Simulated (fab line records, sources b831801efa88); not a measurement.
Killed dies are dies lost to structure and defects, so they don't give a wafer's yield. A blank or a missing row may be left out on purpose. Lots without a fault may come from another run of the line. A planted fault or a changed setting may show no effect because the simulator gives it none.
fab line records | flow gf180mcu
record lots=5 wafers=15 last_day=32
route steps=602 shown POLY_GATE@166 HV_LDD@176
lots that met no fault: from a run of the same line without faults
start_h: hours from the record's first day to the start of the lot's first wafer shown | wait_h: hours since the lot's step before | " the same as in the row above | L1.1+2: a row that stands for several wafers | - no value, or no start given | * or withheld: withheld | < > ~ a bound
route shown NAME@n: a module of which the file shows steps, and the number in the route of the first | usual: mean/standard deviation of fault-free wafers | same: alike in all rows | chamber/n: place in a boat | sites: the reading at each site | _std_site: their standard deviation | _edge_site: outer sites' mean less inner sites' | radius_mm: how far each site lies from the wafer's centre | mask NAME#n: copy n | behind: the tool/chamber that last shaped the wafer | hold: why the lot was held/for how many hours/how that ended | device: the transistor (n, p or np) that didn't switch | end of line: the same wafers' tests at the end of the route | a step without rows: its recipe alone | killed: dies lost to structure and defects at the first sort, not the wafer's yield | map: a wafer's dies, x killed, . not, _ none there
set.NAME: the setting as run; set.NAME@STEP: as run at that earlier step | model.NAME: the simulator's own value behind a step, which no gauge read
lots at some steps of the route; a table a step, a row a wafer
services: from which hour (start_h, from the record's first day; less than 0 if before it) a tool's chamber was out of use, for how many hours, and why
## steps
# step GF_POLY_GATE_DEVELOP_09
# recipe develop_time_s=60 resist=KrF dev_temp_c=21
# usual chill_plate_temp_C=23.00/0.11
# columns lot.wafer tool chamber start_h wait_h chill_plate_temp_C
L078.3 litho_track-01 0 232.84 0.1 22.95
L078.4 " 0 " " 22.87
L078.5 " 0 " " 23.16
L080.3 litho_track-01 0 243.29 0.1 23.15
L080.4 " 0 " " 23.16
L080.6 " 0 " " 23.08
L081.3 litho_track-01 0 259.49 0.1 23.06
L081.4 " 0 " " 22.81
L081.6 " 0 " " 22.99
L084.2 litho_track-02 0 268.11 0.2 23.12
L084.4 " 0 " " 22.94
L084.6 " 0 " " 23.07
L088.2 litho_track-04 0 291.92 0.2 23.19
L088.3 " 0 " " 22.92
L088.4 " 0 " " 22.99
# step GF_POLY_GATE_CD_MEAS_10
# recipe target_cd_nm=280
# usual cd_nm=280.3/1.5
# columns lot.wafer tool chamber start_h wait_h cd_nm
L078.3 cd_sem-01 - 232.98 0.1 277.9
L078.4 " - " " 277.7
L078.5 " - " " 278.6
L080.3 cd_sem-01 - 243.43 0.1 278.9
L080.4 " - " " 278.7
L080.6 " - " " 279.9
L081.3 cd_sem-01 - 259.63 0.1 280.2
L081.4 " - " " 280.4
L081.6 " - " " 280.0
L084.2 cd_sem-01 - 268.26 0.1 281.9
L084.4 " - " " 282.1
L084.6 " - " " 281.3
L088.2 cd_sem-02 - 292.07 0.1 278.2
L088.3 " - " " 279.2
L088.4 " - " " 278.0
# step GF_POLY_GATE_OVL_MEAS_11
# usual POLY_GATE_OVL=-2/5.2
# columns lot.wafer tool chamber start_h wait_h POLY_GATE_OVL[nm]
L078.3 overlay-02 - 233.07 0.1 -5
L078.4 " - " " -6
L078.5 " - " " -10
L080.3 overlay-01 - 243.52 0.1 -2
L080.4 " - " " 6
L080.6 " - " " 7
L081.3 overlay-01 - 259.72 0.1 -1
L081.4 " - " " -5
L081.6 " - " " -6
L084.2 overlay-02 - 268.37 0.1 -5
L084.4 " - " " 5
L084.6 " - " " -8
L088.2 overlay-02 - 292.17 0.1 -2
L088.3 " - " " -7
L088.4 " - " " -9
# step GF_POLY_GATE_ETCH_12
# recipe chemistry=N2/H2 target_depth_a=withheld overetch_a=withheld time_s=withheld target=BARC ion_energy_ev=200 source_w=500 bias_w=100 pressure_mtorr=30 n2_flow_sccm=100 h2_flow_sccm=200
# usual bias_w=100.02/0.29 drypump_motor_current_A=5.4/0.32 oes_product_au=0.735/0.004 throttle_valve_pct=13.214/0.0092
# columns lot.wafer tool chamber start_h wait_h bias_w drypump_motor_current_A oes_product_au throttle_valve_pct
L078.3 rie_diel-03 2 233.09 0.0 100.52 5.3 0.740 13.223
L078.4 " 0 " " 100.51 5.9 0.731 13.220
L078.5 " 0 " " 100.51 5.9 0.744 13.226
L080.3 rie_diel-02 2 243.54 0.0 99.96 4.9 0.734 13.208
L080.4 " 3 " " 99.93 5.2 0.738 13.223
L080.6 " 0 " " 100.04 5.7 0.736 13.226
L081.3 rie_diel-03 2 259.74 0.0 100.50 5.3 0.734 13.208
L081.4 " 0 " " 99.81 5.8 0.740 13.229
L081.6 " 1 " " 100.14 5.1 0.736 13.226
L084.2 rie_diel-02 0 268.40 0.0 99.71 5.7 0.735 13.213
L084.4 " 2 " " 99.50 4.9 0.732 13.197
L084.6 " 2 " " 99.86 4.8 0.732 13.224
L088.2 rie_diel-04 0 292.20 0.0 99.97 5.7 0.731 13.216
L088.3 " 3 " " 100.04 5.7 0.737 13.211
L088.4 " 2 " " 100.09 5.1 0.730 13.216
# step GF_POLY_GATE_ETCH_13
# recipe target=poly-Si target_depth_nm=198.5 stop_on=SiO2 over_etch_frac=0.403 chemistry=HBr/Cl2 icp_w=400 bias_w=100 pressure_mtorr=10 HBr_flow_sccm=150 Cl2_flow_sccm=50 time_s=69.6
# usual bias_w=100.0/0.32 drypump_motor_current_A=5.6/0.5 oes_product_au=0.990/0.0078 throttle_valve_pct=33.684/0.0087
# columns lot.wafer tool chamber start_h wait_h bias_w drypump_motor_current_A oes_product_au rf_hours_counter_h throttle_valve_pct
L078.3 rie_si-02 2 233.14 - 100.8 5.7 0.995 15 33.675
L078.4 " 0 " " 100.1 5.4 0.993 29 33.695
L078.5 " 0 " " 99.8 5.4 0.985 - 33.689
L080.3 rie_si-01 0 243.59 - 100.0 5.1 0.977 63 33.685
L080.4 " 1 " " 100.1 6.6 0.974 5 33.693
L080.6 " 1 " " 100.1 6.6 0.972 - 33.686
L081.3 rie_si-01 1 259.79 - 100.0 6.6 0.978 5 33.684
L081.4 " 0 " " 99.9 5.1 0.979 63 33.675
L081.6 " 3 " " 100.0 5.0 0.991 - 33.692
L084.2 rie_si-02 1 268.45 - 100.3 6.2 0.989 4 33.692
L084.4 " 2 " " 100.1 5.7 0.988 16 33.656
L084.6 " 1 " " 100.0 6.2 0.979 - 33.679
L088.2 rie_si-01 1 292.25 - 100.3 6.5 0.975 6 33.676
L088.3 " 3 " " 99.9 4.9 0.986 4 33.682
L088.4 " 2 " " 100.5 5.5 0.997 95 33.673
# step GF_POLY_GATE_STRIP_14
# recipe chemistry=O2/N2 power_w=1400 pressure_mtorr=1500 platen_temp_c=250 o2_flow_sccm=3000 n2_flow_sccm=300 overash_fraction=0.5
# usual drypump_motor_current_A=5.9/0.41 heater_power_w=324/40 oes_product_au=0.505/0.0044
# columns lot.wafer tool chamber start_h wait_h drypump_motor_current_A heater_power_w oes_product_au rf_hours_counter_h
L078.3 plasma_asher-04 1 233.23 0.1 6.3 300 0.500 -
L078.4 " 0 " " 5.5 400 0.508 -
L078.5 " 1 " " 6.3 309 0.506 -
L080.3 plasma_asher-01 1 243.68 0.1 5.7 298 0.505 -
L080.4 " 0 " " 5.4 310 0.499 -
L080.6 " 0 " " 5.4 315 0.504 -
L081.3 plasma_asher-03 1 259.88 0.1 6.1 291 0.506 -
L081.4 " 0 " " 6.5 298 0.503 -
L081.6 " 1 " " 6.1 301 0.509 -
L084.2 plasma_asher-03 1 268.50 0.0 6.2 289 0.508 60
L084.4 " 1 " " 6.2 298 0.503 -
L084.6 " 0 " " 6.5 303 0.505 -
L088.2 plasma_asher-04 1 292.31 0.0 6.3 307 0.504 50
L088.3 " 1 " " 6.2 304 0.510 -
L088.4 " 0 " " 5.4 401 0.504 -
# step GF_POLY_GATE_CLEAN_15
# recipe chemistry=SC1/SC2 mix=1:4:20 temp_c=70 time_s=150 dry=n2_spin
# columns lot.wafer tool chamber start_h wait_h
L078.3+4+5 wet_bench-03 3 233.30 0.0
L080.3+4+6 wet_bench-04 3 243.75 0.0
L081.3+4+6 wet_bench-03 3 259.96 0.0
L084.2+4+6 wet_bench-03 3 268.60 0.1
L088.2+3+4 wet_bench-03 1 292.41 0.1
# step GF_POLY_GATE_OXIDATION_16
# recipe temp_c=850 ambient=O2 stabilise_s=600 purge_s=300 target_thk_a=40 ox_time_s=899
# usual ox_temp_c_max=855.0/1.1 tube_center_temp_C=849.99/0.074
# columns lot.wafer tool chamber start_h wait_h ox_temp_c_max tube_center_temp_C
L078.3 furnace-01 0 233.35 0.0 854.3 850.02
L078.4 " 0 " " 856.6 849.95
L078.5 " 0 " " 856.8 849.95
L080.3 furnace-02 0 243.80 0.0 853.8 849.95
L080.4 " 0 " " 853.6 850.03
L080.6 " 0 " " 853.4 849.97
L081.3 furnace-01 0 260.01 0.0 854.5 850.04
L081.4 " 0 " " 856.3 849.96
L081.6 " 0 " " 856.1 849.99
L084.2 furnace-01 0 268.65 0.0 854.6 850.03
L084.4 " 0 " " 854.6 850.08
L084.6 " 0 " " 854.4 849.9
L088.2 furnace-02 0 295.55 3.1 853.7 850.03
L088.3 " 0 " " 854.3 850.08
L088.4 " 0 " " 852.8 849.93
# step GF_POLY_GATE_THK_MEAS_17
# recipe reads=SiO2_of_POLY_GATE_OXIDATION_16
# usual POLY_GATE_OXIDATION_THK=4.01/0.073
# columns lot.wafer tool chamber start_h wait_h POLY_GATE_OXIDATION_THK[nm]
L078.3 film_metro-02 - 234.62 0.0 4.00
L078.4 " - " " 3.95
L078.5 " - " " 4.03
L080.3 film_metro-02 - 245.07 0.0 4.08
L080.4 " - " " 4.01
L080.6 " - " " 4.18
L081.3 film_metro-04 - 261.28 0.0 4.03
L081.4 " - " " 4.02
L081.6 " - " " 3.97
L084.2 film_metro-02 - 269.91 0.0 3.94
L084.4 " - " " 3.92
L084.6 " - " " 4.01
L088.2 film_metro-04 - 296.81 0.0 4.07
L088.3 " - " " 3.96
L088.4 " - " " 3.94
# step GF_POLY_GATE_CD_MEAS_18
# usual cd_nm=280.2/1.8
# columns lot.wafer tool chamber start_h wait_h cd_nm
L078.3 cd_sem-01 - 234.72 0.1 277.8
L078.4 " - " " 276.6
L078.5 " - " " 277.7
L080.3 cd_sem-02 - 245.16 0.1 279.6
L080.4 " - " " 277.5
L080.6 " - " " 279.6
L081.3 cd_sem-01 - 261.38 0.1 279.5
L081.4 " - " " 281.2
L081.6 " - " " 279.9
L084.2 cd_sem-02 - 269.99 0.1 284.4
L084.4 " - " " 283.9
L084.6 " - " " 282.9
L088.2 cd_sem-02 - 296.89 0.1 277.7
L088.3 " - " " 277.8
L088.4 " - " " 276.0
# step GF_HV_LDD_DEHYDRATE_00
# recipe temp_c=200 time_s=60
# usual chill_plate_temp_C=22.99/0.097
# columns lot.wafer tool chamber start_h wait_h chill_plate_temp_C
L078.3 litho_track-02 0 242.99 8.2 23.02
L078.4 " 0 " " 23.04
L078.5 " 0 " " 23.03
L080.3 litho_track-02 0 253.89 8.7 22.83
L080.4 " 0 " " 22.96
L080.6 " 0 " " 23.04
L081.3 litho_track-03 0 269.74 8.3 22.97
L081.4 " 0 " " 22.89
L081.6 " 0 " " 23.04
L084.2 litho_track-01 0 279.21 9.2 23.00
L084.4 " 0 " " 23.05
L084.6 " 0 " " 22.89
L088.2 litho_track-02 0 305.71 8.8 22.81
L088.3 " 0 " " 22.91
L088.4 " 0 " " 22.96
# step GF_HV_LDD_HMDS_01
# recipe prime_time_s=60 prime_temp_c=120
# usual chill_plate_temp_C=23.02/0.11
# same prime_time_s=60
# columns lot.wafer tool chamber start_h wait_h chill_plate_temp_C
L078.3 litho_track-02 0 243.14 0.1 22.99
L078.4 " 0 " " 23.14
L078.5 " 0 " " 23.06
L080.3 litho_track-02 0 254.04 0.1 23.20
L080.4 " 0 " " 23.12
L080.6 " 0 " " 23.14
L081.3 litho_track-03 0 269.89 0.1 22.96
L081.4 " 0 " " 23.01
L081.6 " 0 " " 22.96
L084.2 litho_track-01 0 279.36 0.1 22.86
L084.4 " 0 " " 22.91
L084.6 " 0 " " 22.94
L088.2 litho_track-02 0 305.86 0.1 23.03
L088.3 " 0 " " 22.91
L088.4 " 0 " " 23.05
# step GF_HV_LDD_COAT_02
# recipe resist=NOVOLAK spin_rpm=3000 resist_thk_nm=1000
# usual chill_plate_temp_C=23.00/0.11
# columns lot.wafer tool chamber start_h wait_h chill_plate_temp_C
L078.3 litho_track-02 0 243.29 0.1 23.15
L078.4 " 0 " " 23.12
L078.5 " 0 " " 23.12
L080.3 litho_track-02 0 254.19 0.1 22.89
L080.4 " 0 " " 22.83
L080.6 " 0 " " 22.67
L081.3 litho_track-03 0 270.04 0.1 23.04
L081.4 " 0 " " 22.93
L081.6 " 0 " " 23.02
L084.2 litho_track-01 0 279.51 0.1 22.99
L084.4 " 0 " " 23.04
L084.6 " 0 " " 22.84
L088.2 litho_track-02 0 306.01 0.1 23.11
L088.3 " 0 " " 23.12
L088.4 " 0 " " 23.11
# step GF_HV_LDD_SOFTBAKE_03
# recipe temp_c=90 time_s=60 resist=NOVOLAK
# usual chill_plate_temp_C=22.99/0.11
# columns lot.wafer tool chamber start_h wait_h chill_plate_temp_C
L078.3 litho_track-02 0 243.44 0.1 22.87
L078.4 " 0 " " 22.97
L078.5 " 0 " " 22.95
L080.3 litho_track-02 0 254.34 0.1 22.88
L080.4 " 0 " " 22.95
L080.6 " 0 " " 22.95
L081.3 litho_track-03 0 270.19 0.1 23.08
L081.4 " 0 " " 22.90
L081.6 " 0 " " 23.03
L084.2 litho_track-01 0 279.66 0.1 23.05
L084.4 " 0 " " 22.96
L084.6 " 0 " " 22.91
L088.2 litho_track-02 0 306.16 0.1 22.89
L088.3 " 0 " " 23.04
L088.4 " 0 " " 23.00
# step GF_HV_LDD_EXPOSE_04
# recipe mask_id=Nplus_LV_AREA target_cd_nm=400 na=0.6 source_shape=conventional sigma_outer=0.6 dose_mj=140
# columns lot.wafer tool chamber start_h wait_h mask
L078.3+4+5 iline_stepper-02 0 - - Nplus_LV_AREA#0
L080.3+4+6 iline_stepper-02 0 - - Nplus_LV_AREA#0
L081.3+4+6 iline_stepper-01 0 - - Nplus_LV_AREA#0
L084.2+4+6 iline_stepper-02 0 - - Nplus_LV_AREA#0
L088.2+3+4 iline_stepper-02 0 - - Nplus_LV_AREA#0
# step GF_HV_LDD_PEB_05
# recipe temp_c=withheld time_s=* resist=NOVOLAK
# usual chill_plate_temp_C=*
# columns lot.wafer tool chamber start_h wait_h chill_plate_temp_C
L078.3 litho_track-01 0 - - *
L078.4 " 0 " " *
L078.5 " 0 " " *
L080.3 litho_track-03 0 - - *
L080.4 " 0 " " *
L080.6 " 0 " " *
L081.3 litho_track-03 0 - - *
L081.4 " 0 " " *
L081.6 " 0 " " *
L084.2 litho_track-02 0 - - *
L084.4 " 0 " " *
L084.6 " 0 " " *
L088.2 litho_track-01 0 - - *
L088.3 " 0 " " *
L088.4 " 0 " " *
# step GF_HV_LDD_DEVELOP_06
# recipe develop_time_s=60 dev_temp_c=23
# usual chill_plate_temp_C=23.00/0.1
# columns lot.wafer tool chamber start_h wait_h chill_plate_temp_C
L078.3 litho_track-01 0 252.94 0.1 23.09
L078.4 " 0 " " 22.96
L078.5 " 0 " " 22.98
L080.3 litho_track-03 0 263.19 0.1 23.05
L080.4 " 0 " " 23.02
L080.6 " 0 " " 23.10
L081.3 litho_track-03 0 280.24 0.1 23.05
L081.4 " 0 " " 22.94
L081.6 " 0 " " 22.91
L084.2 litho_track-02 0 289.01 0.1 23.10
L084.4 " 0 " " 23.27
L084.6 " 0 " " 23.16
L088.2 litho_track-01 0 315.91 0.1 23.16
L088.3 " 0 " " 23.05
L088.4 " 0 " " 23.03
# step GF_HV_LDD_CD_MEAS_07
# recipe target_cd_nm=400
# usual cd_nm=399.5/2.2
# columns lot.wafer tool chamber start_h wait_h cd_nm
L078.3 cd_sem-01 - 253.08 0.1 399.0
L078.4 " - " " 399.7
L078.5 " - " " 395.9
L080.3 cd_sem-02 - 263.33 0.1 403.5
L080.4 " - " " 401.0
L080.6 " - " " 402.3
L081.3 cd_sem-02 - 280.38 0.1 400.2
L081.4 " - " " 400.2
L081.6 " - " " 400.9
L084.2 cd_sem-02 - 289.16 0.1 400.5
L084.4 " - " " 400.9
L084.6 " - " " 400.8
L088.2 cd_sem-02 - 316.06 0.1 395.4
L088.3 " - " " 396.5
L088.4 " - " " 397.2
# step GF_HV_LDD_OVL_MEAS_08
# usual HV_LDD_OVL=-1.8/1.3
# columns lot.wafer tool chamber start_h wait_h HV_LDD_OVL[nm]
L078.3 overlay-01 - 253.17 0.1 -3.3
L078.4 " - " " 0.0
L078.5 " - " " -3.5
L080.3 overlay-02 - 263.42 0.1 -1.7
L080.4 " - " " -1.3
L080.6 " - " " -2.8
L081.3 overlay-01 - 280.47 0.1 -0.5
L081.4 " - " " -0.1
L081.6 " - " " -2.6
L084.2 overlay-02 - 289.27 0.1 -2.7
L084.4 " - " " -1.9
L084.6 " - " " -3.0
L088.2 overlay-02 - 316.16 0.1 -2.3
L088.3 " - " " -2.6
L088.4 " - " " -3.7
# step GF_HV_LDD_IMPLANT_09
# recipe species=As energy_kev=40 dose_cm2=9.729e+13 tilt_deg=7
# columns lot.wafer tool chamber start_h wait_h
L078.3+4+5 implanter-04 0 253.24 0.1
L080.3+4+6 implanter-02 0 263.50 0.1
L081.3+4+6 implanter-02 0 280.55 0.1
L084.2+4+6 implanter-02 0 289.32 0.0
L088.2+3+4 implanter-02 0 316.22 0.0
# step GF_HV_LDD_STRIP_10
# recipe chemistry=O2/N2 power_w=1400 pressure_mtorr=1500 platen_temp_c=250 o2_flow_sccm=3000 n2_flow_sccm=300 overash_fraction=0.5
# usual drypump_motor_current_A=5.57/0.29 heater_power_w=323/32 oes_product_au=0.716/0.0044 strip_time_to_endpoint_s=12.63/0.041
# columns lot.wafer tool chamber start_h wait_h drypump_motor_current_A heater_power_w oes_product_au rf_hours_counter_h strip_time_to_endpoint_s
L078.3 plasma_asher-02 0 253.38 0.1 5.55 303 0.713 - 12.61
L078.4 " 1 " " 5.28 336 0.725 - 12.62
L078.5 " 1 " " 5.31 335 0.716 - 12.65
L080.3 plasma_asher-04 0 263.63 0.1 5.47 404 0.719 - 12.56
L080.4 " 1 " " 6.24 307 0.718 - 12.59
L080.6 " 1 " " 6.25 306 0.718 - 12.58
L081.3 plasma_asher-04 0 280.68 0.1 5.44 404 0.715 - 12.65
L081.4 " 1 " " 6.24 308 0.717 - 12.68
L081.6 " 1 " " 6.26 305 0.717 - 12.66
L084.2 plasma_asher-01 0 289.45 0.1 5.40 323 0.722 19 12.63
L084.4 " 0 " " 5.42 313 0.715 - 12.66
L084.6 " 0 " " 5.41 309 0.721 - 12.71
L088.2 plasma_asher-04 0 316.34 0.1 5.46 402 0.712 52 12.65
L088.3 " 0 " " 5.47 406 0.713 - 12.64
L088.4 " 1 " " 6.24 305 0.711 - 12.60
# step GF_HV_LDD_TW_MEAS_11
# usual HV_LDD_TW=2412/18
# columns lot.wafer tool chamber start_h wait_h HV_LDD_TW
L078.3 film_metro-01 - 253.46 0.1 2430
L078.4 " - " " 2432
L078.5 " - " " 2421
L080.3 film_metro-02 - 263.72 0.1 2426
L080.4 " - " " 2434
L080.6 " - " " 2411
L081.3 film_metro-01 - 280.77 0.1 2434
L081.4 " - " " 2432
L081.6 " - " " 2433
L084.2 film_metro-01 - 289.56 0.1 2407
L084.4 " - " " 2421
L084.6 " - " " 2417
L088.2 film_metro-03 - 316.45 0.1 2393
L088.3 " - " " 2373
L088.4 " - " " 2389
# step GF_HV_LDD_DEHYDRATE_12
# recipe temp_c=200 time_s=60
# usual chill_plate_temp_C=22.99/0.1
# columns lot.wafer tool chamber start_h wait_h chill_plate_temp_C
L078.3 litho_track-02 0 261.84 8.4 22.91
L078.4 " 0 " " 23.18
L078.5 " 0 " " 22.93
L080.3 litho_track-02 0 272.29 8.6 23.08
L080.4 " 0 " " 23.00
L080.6 " 0 " " 22.96
L081.3 litho_track-02 0 289.54 8.8 23.07
L081.4 " 0 " " 23.11
L081.6 " 0 " " 23.14
L084.2 litho_track-02 0 298.26 8.7 22.82
L084.4 " 0 " " 22.86
L084.6 " 0 " " 22.85
L088.2 litho_track-01 0 326.06 9.6 23.02
L088.3 " 0 " " 23.12
L088.4 " 0 " " 23.07
# step GF_HV_LDD_HMDS_13
# recipe prime_time_s=60 prime_temp_c=120
# usual chill_plate_temp_C=23.02/0.1
# same prime_time_s=60
# columns lot.wafer tool chamber start_h wait_h chill_plate_temp_C
L078.3 litho_track-02 0 261.99 0.1 23.08
L078.4 " 0 " " 23.02
L078.5 " 0 " " 23.24
L080.3 litho_track-02 0 272.44 0.1 23.00
L080.4 " 0 " " 22.91
L080.6 " 0 " " 23.05
L081.3 litho_track-02 0 289.69 0.1 22.93
L081.4 " 0 " " 23.02
L081.6 " 0 " " 22.98
L084.2 litho_track-02 0 298.41 0.1 23.05
L084.4 " 0 " " 22.94
L084.6 " 0 " " 23.07
L088.2 litho_track-01 0 326.21 0.1 22.93
L088.3 " 0 " " 22.97
L088.4 " 0 " " 23.03
# step GF_HV_LDD_COAT_14
# recipe resist=NOVOLAK spin_rpm=3000 resist_thk_nm=1000
# usual chill_plate_temp_C=22.99/0.097
# columns lot.wafer tool chamber start_h wait_h chill_plate_temp_C
L078.3 litho_track-02 0 262.14 0.1 22.84
L078.4 " 0 " " 22.89
L078.5 " 0 " " 23.00
L080.3 litho_track-02 0 272.59 0.1 22.98
L080.4 " 0 " " 23.04
L080.6 " 0 " " 23.26
L081.3 litho_track-02 0 289.84 0.1 22.98
L081.4 " 0 " " 23.03
L081.6 " 0 " " 23.15
L084.2 litho_track-02 0 298.56 0.1 22.98
L084.4 " 0 " " 22.98
L084.6 " 0 " " 23.11
L088.2 litho_track-01 0 326.36 0.1 22.99
L088.3 " 0 " " 22.99
L088.4 " 0 " " 23.14
# step GF_HV_LDD_SOFTBAKE_15
# recipe temp_c=90 time_s=60 resist=NOVOLAK
# usual chill_plate_temp_C=23.00/0.099
# columns lot.wafer tool chamber start_h wait_h chill_plate_temp_C
L078.3 litho_track-02 0 262.29 0.1 22.91
L078.4 " 0 " " 22.99
L078.5 " 0 " " 22.93
L080.3 litho_track-02 0 272.74 0.1 22.99
L080.4 " 0 " " 22.94
L080.6 " 0 " " 22.89
L081.3 litho_track-02 0 289.99 0.1 23.12
L081.4 " 0 " " 22.87
L081.6 " 0 " " 23.05
L084.2 litho_track-02 0 298.71 0.1 23.15
L084.4 " 0 " " 23.09
L084.6 " 0 " " 22.94
L088.2 litho_track-01 0 326.51 0.1 23.03
L088.3 " 0 " " 22.99
L088.4 " 0 " " 23.01
# step GF_HV_LDD_EXPOSE_16
# recipe mask_id=Pplus_LV_AREA target_cd_nm=400 na=0.6 source_shape=conventional sigma_outer=0.6 dose_mj=140
# columns lot.wafer tool chamber start_h wait_h mask
L078.3+4+5 iline_stepper-02 0 - - Pplus_LV_AREA#0
L080.3+4+6 iline_stepper-02 0 - - Pplus_LV_AREA#0
L081.3+4+6 iline_stepper-01 0 - - Pplus_LV_AREA#0
L084.2+4+6 iline_stepper-01 0 - - Pplus_LV_AREA#0
L088.2+3+4 iline_stepper-02 0 - - Pplus_LV_AREA#0
# step GF_HV_LDD_PEB_17
# recipe temp_c=withheld time_s=* resist=NOVOLAK
# usual chill_plate_temp_C=*
# columns lot.wafer tool chamber start_h wait_h chill_plate_temp_C
L078.3 litho_track-01 0 - - *
L078.4 " 0 " " *
L078.5 " 0 " " *
L080.3 litho_track-03 0 - - *
L080.4 " 0 " " *
L080.6 " 0 " " *
L081.3 litho_track-02 0 - - *
L081.4 " 0 " " *
L081.6 " 0 " " *
L084.2 litho_track-03 0 - - *
L084.4 " 0 " " *
L084.6 " 0 " " *
L088.2 litho_track-03 0 - - *
L088.3 " 0 " " *
L088.4 " 0 " " *
# step GF_HV_LDD_DEVELOP_18
# recipe develop_time_s=60 dev_temp_c=23
# usual chill_plate_temp_C=23.02/0.093
# columns lot.wafer tool chamber start_h wait_h chill_plate_temp_C
L078.3 litho_track-01 0 271.04 0.1 22.91
L078.4 " 0 " " 22.92
L078.5 " 0 " " 23.02
L080.3 litho_track-03 0 282.09 0.1 22.99
L080.4 " 0 " " 23.12
L080.6 " 0 " " 23.03
L081.3 litho_track-02 0 299.04 0.1 22.99
L081.4 " 0 " " 22.99
L081.6 " 0 " " 23.11
L084.2 litho_track-03 0 307.97 0.1 22.90
L084.4 " 0 " " 23.06
L084.6 " 0 " " 22.92
L088.2 litho_track-03 0 336.32 0.1 23.02
L088.3 " 0 " " 23.07
L088.4 " 0 " " 22.82
# step GF_HV_LDD_CD_MEAS_19
# recipe target_cd_nm=400
# usual cd_nm=400.1/2.1
# columns lot.wafer tool chamber start_h wait_h cd_nm
L078.3 cd_sem-02 - 271.18 0.1 405.0
L078.4 " - " " 405.9
L078.5 " - " " 402.0
L080.3 cd_sem-02 - 282.23 0.1 402.5
L080.4 " - " " 402.4
L080.6 " - " " 403.0
L081.3 cd_sem-02 - 299.18 0.1 398.4
L081.4 " - " " 396.2
L081.6 " - " " 398.3
L084.2 cd_sem-01 - 308.11 0.1 399.3
L084.4 " - " " 398.2
L084.6 " - " " 398.8
L088.2 cd_sem-02 - 336.46 0.1 401.5
L088.3 " - " " 401.1
L088.4 " - " " 402.0
# step GF_HV_LDD_OVL_MEAS_20
# usual HV_LDD_01_OVL=0.9/1.3
# columns lot.wafer tool chamber start_h wait_h HV_LDD_01_OVL[nm]
L078.3 overlay-01 - 271.27 0.1 1.2
L078.4 " - " " 1.3
L078.5 " - " " 1.6
L080.3 overlay-02 - 282.32 0.1 1.3
L080.4 " - " " 1.3
L080.6 " - " " 1.3
L081.3 overlay-01 - 299.27 0.1 1.4
L081.4 " - " " -1.0
L081.6 " - " " -0.1
L084.2 overlay-01 - 308.22 0.1 1.1
L084.4 " - " " 3.1
L084.6 " - " " 2.4
L088.2 overlay-01 - 336.57 0.1 1.9
L088.3 " - " " 1.8
L088.4 " - " " 1.1
# step GF_HV_LDD_IMPLANT_21
# recipe species=BF2 energy_kev=25 dose_cm2=5e+13 tilt_deg=7
# columns lot.wafer tool chamber start_h wait_h
L078.3+4+5 implanter-03 0 271.34 0.1
L080.3+4+6 implanter-02 0 282.40 0.1
L081.3+4+6 implanter-02 0 299.35 0.1
L084.2+4+6 implanter-02 0 308.27 0.0
L088.2+3+4 implanter-03 0 336.62 0.0
# step GF_HV_LDD_STRIP_22
# recipe chemistry=O2/N2 power_w=1400 pressure_mtorr=1500 platen_temp_c=250 o2_flow_sccm=3000 n2_flow_sccm=300 overash_fraction=0.5
# usual drypump_motor_current_A=5.6/0.31 heater_power_w=326/36 oes_product_au=0.715/0.0052 strip_time_to_endpoint_s=12.62/0.036
# columns lot.wafer tool chamber start_h wait_h drypump_motor_current_A heater_power_w oes_product_au rf_hours_counter_h strip_time_to_endpoint_s
L078.3 plasma_asher-02 0 271.48 0.1 5.5 294 0.709 - 12.61
L078.4 " 1 " " 5.3 345 0.719 - 12.59
L078.5 " 1 " " 5.3 336 0.713 - 12.60
L080.3 plasma_asher-01 0 282.53 0.1 5.4 316 0.721 - 12.64
L080.4 " 1 " " 5.7 299 0.716 - 12.65
L080.6 " 1 " " 5.7 305 0.710 - 12.59
L081.3 plasma_asher-04 1 299.48 0.1 6.3 304 0.719 - 12.61
L081.4 " 0 " " 5.5 398 0.720 - 12.63
L081.6 " 0 " " 5.5 406 0.718 - 12.63
L084.2 plasma_asher-04 1 308.40 0.1 6.2 308 0.708 51 12.53
L084.4 " 1 " " 6.3 305 0.721 - 12.55
L084.6 " 1 " " 6.2 305 0.719 - 12.51
L088.2 plasma_asher-01 1 336.75 0.1 5.7 311 0.713 24 12.68
L088.3 " 0 " " 5.4 316 0.711 - 12.65
L088.4 " 1 " " 5.7 306 0.717 - 12.65
# step GF_HV_LDD_TW_MEAS_23
# usual HV_LDD_2_TW=1058/9.6
# columns lot.wafer tool chamber start_h wait_h HV_LDD_2_TW
L078.3 film_metro-01 - 271.56 0.1 1070
L078.4 " - " " 1075
L078.5 " - " " 1072
L080.3 film_metro-02 - 282.62 0.1 1062
L080.4 " - " " 1069
L080.6 " - " " 1064
L081.3 film_metro-03 - 299.57 0.1 1046
L081.4 " - " " 1047
L081.6 " - " " 1048
L084.2 film_metro-02 - 308.51 0.1 1072
L084.4 " - " " 1069
L084.6 " - " " 1069
L088.2 film_metro-01 - 336.86 0.1 1061
L088.3 " - " " 1060
L088.4 " - " " 1063
# step GF_HV_LDD_DEHYDRATE_24
# recipe temp_c=200 time_s=60
# usual chill_plate_temp_C=22.98/0.097
# columns lot.wafer tool chamber start_h wait_h chill_plate_temp_C
L078.3 litho_track-01 0 280.84 9.3 22.92
L078.4 " 0 " " 23.10
L078.5 " 0 " " 22.93
L080.3 litho_track-02 0 291.19 8.6 22.98
L080.4 " 0 " " 23.11
L080.6 " 0 " " 23.04
L081.3 litho_track-01 0 308.69 9.1 22.91
L081.4 " 0 " " 22.98
L081.6 " 0 " " 22.87
L084.2 litho_track-01 0 318.06 9.5 22.97
L084.4 " 0 " " 23.00
L084.6 " 0 " " 22.89
L088.2 litho_track-02 0 346.56 9.7 22.98
L088.3 " 0 " " 23.03
L088.4 " 0 " " 23.01
## services
# columns tool chamber start_h hours kind
implanter-04 - 211.80 0.6 repair
furnace-02 - 213.76 2.3 pm
implanter-03 - 223.37 3.8 pm
implanter-02 - 227.21 2.8 pm
plasma_asher-03 - 227.44 14.6 pm
implanter-03 - 233.33 23.2 repair
implanter-03 - 236.70 5.6 repair
rie_diel-02 2 248.32 4.0 repair
wet_bench-03 - 258.02 1.9 pm
rie_si-01 0 260.38 3.4 repair
rie_diel-02 0 269.75 3.2 repair
iline_stepper-02 - 271.71 1.1 repair
implanter-03 - 275.62 2.9 repair
iline_stepper-02 - 297.38 1.7 pm
implanter-03 - 302.29 4.4 pm
rie_diel-03 0 303.52 7.9 repair
plasma_asher-02 - 313.65 1.9 repair
rie_si-01 3 315.83 2.7 repair
rie_si-01 - 317.04 2.8 pm
furnace-01 - 321.16 3.6 pm
plasma_asher-02 - 322.50 3.6 repair
furnace-02 - 328.42 4.2 pm
iline_stepper-01 - 330.33 1.7 pm
plasma_asher-03 - 341.93 27.2 pm
## key
fault none
